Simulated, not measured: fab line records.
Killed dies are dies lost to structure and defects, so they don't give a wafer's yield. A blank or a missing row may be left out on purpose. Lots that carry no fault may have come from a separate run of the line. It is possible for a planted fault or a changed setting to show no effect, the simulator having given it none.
A lot that was struck, set against a sound lot | flow sky130 | 17 out of 708 route steps
Sound: the wafers L248.2, L248.3, L248.4. Wafers L264.1, L264.5, L264.6 were the ones struck. The cause comes at the end.
For every step that has rows: the tool of each side, followed by ch and its chambers, followed by its first start. Under that, the readings that differ: sound wafers | struck wafers | difference of the means | sigmas: that difference in standard deviations of wafers without a fault.
alike: readings whose means differ by less than 2 such deviations, and words and numbers that are the same on both sides. not compared: withheld readings, readings that some wafer has no value for, bounds like >300 that may hide the same value, and numbers for which the record gives no deviation and whose values overlap.
The two part at a step that has a row with sigmas, a row that says differs or no value, or rows on one side only. Numbers that have no deviation but don't overlap get no sigmas and don't part them. Lack of a reading on every wafer of one side parts them only where that side has two or more wafers.

first, 2 steps without rows for these wafers: SKY_NWELL_IMPLANT_12; SKY_NWELL_IMPLANT_13.
SKY_NWELL_STRIP_14: strips in O2/N2.
  sound on plasma-asher-02 ch 0,1, day 4 13:28; struck on plasma-asher-03 ch 0,1, day 8 09:31
  alike: chamber-pressure-mTorr, drypump-motor-current-A, oes-product-au, strip-time-to-endpoint-s
  not compared: rf-hours-counter-h
SKY_NWELL_TW_MEAS_15:
  sound: film-metro-01 at day 4 13:35; struck: film-metro-02 at day 8 09:37
  alike: NWELL_TW
then, 7 steps without rows for these wafers: SKY_NWELL_DEHYDRATE_16 (time 60 s); SKY_NWELL_HMDS_17 (prime time 60 s); SKY_NWELL_COAT_18 (resist thk 3000 nm); SKY_NWELL_SOFTBAKE_19; SKY_NWELL_EXPOSE_20 (exposes mask NWM COMPLEMENT, target cd 840 nm); SKY_NWELL_PEB_21; SKY_NWELL_DEVELOP_22 (develop time 60 s).
SKY_NWELL_OVL_MEAS_23:
  sound: overlay-01 at day 5 07:08; struck: overlay-01 at day 9 05:48
  alike: NWELL_01_OVL
SKY_NWELL_IMPLANT_24:
  sound on implanter-03 ch 0, day 5 07:11; struck on implanter-02 ch 0, day 9 05:50
  reading            | sound                        | struck                          | difference  | sigmas
  dose-ions-cm2      | 9.199e+12 9.208e+12 9.21e+12 | 5.6217e+13 5.623e+13 5.6218e+13 | +4.7016e+13 | +99 or more
  faraday-current-uA | 53.3 53.1 50.5               | 323.4 327.5 313.6               | +269.2      | +99 or more
SKY_NWELL_STRIP_25: strips in O2/N2.
  sound on plasma-asher-03 ch 0,1, day 5 07:19; struck on plasma-asher-03 ch 0,1, day 9 05:59
  reading                      | sound             | struck            | difference | sigmas
  strip-time-to-endpoint-s (s) | 36.72 36.64 36.80 | 36.99 37.01 36.93 | +0.26      | +3
  alike: chamber-pressure-mTorr, drypump-motor-current-A, oes-product-au
  not compared: rf-hours-counter-h
SKY_NWELL_TW_MEAS_26:
  sound: film-metro-02 at day 5 07:26; struck: film-metro-04 at day 9 06:05
  reading    | sound       | struck      | difference | sigmas
  NWELL_2_TW | 497 498 497 | 860 866 862 | +365       | +75
then, 1 step without rows for these wafers: SKY_NWELL_CLEAN_27 (cleans in SC1/SC2, time 150 s).
-- the record jumps here: 41 days lie between the struck wafers' starts before and after (it left off in module NWELL and takes up again in module PAD_OPEN, whose first step shown is number 708 of the route) --
SKY_PAD_OPEN_PROBE_99:
  sound: prober-01 at day 45 18:12; struck: prober-01 at day 49 19:21
  reading                                    | sound                         | struck                        | difference | sigmas
  model.etest.pfet_16v.r-on-ohm-um           | 1.458e+04 1.555e+04 1.512e+04 | 7896 7728 7900                | -7242      |
  model.etest.nfet_16v.r-on-ohm-um           | 1.361e+04 1.374e+04 1.37e+04  | 1.736e+04 1.735e+04 1.725e+04 | +3.637e+03 |
  model.etest.res-iso-pwell.rs-ohm-sq        | 2835 3246 2975                | 797.4 736.9 801.7             | -2240.0    |
  model.etest.res-pwell-under-gate.rs-ohm-sq | 2278 2284 2286                | 695.9 703.2 696.2             | -1584.2    |
  model.etest.res-iso-pwell.line-ohm-um      | 1052 1202 1117                | 288.3 270.4 293.6             | -839.6     |
  model.etest.tip_n_5v.rs-ohm-sq             | 1393 1402 1403                | 1713 1714 1702                | +310       |
  model.etest.res-nwell.line-ohm-um          | 1136 1202 1169                | 1396 1336 1403                | +209       |
  model.etest.tip-sonos.rs-ohm-sq            | 2534 2474 2522                | 2954 2947 2877                | +416       |
  alike: killed_at_M0_to_M3, killed_at_M4_up, killed-at-contacts, killed-at-front-end, killed-at-other, killed-dies, killed-open, killed-short

## WHERE THEY PART
Earliest at SKY_NWELL_IMPLANT_24; latest, in this record, at SKY_NWELL_TW_MEAS_26. Later steps at which nothing parts them and some readings are alike: SKY_PAD_OPEN_PROBE_99.

WHY: what had been put in by the simulator
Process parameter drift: implanter-02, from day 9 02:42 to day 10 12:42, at SKY_NWELL_IMPLANT_24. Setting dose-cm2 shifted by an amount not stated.
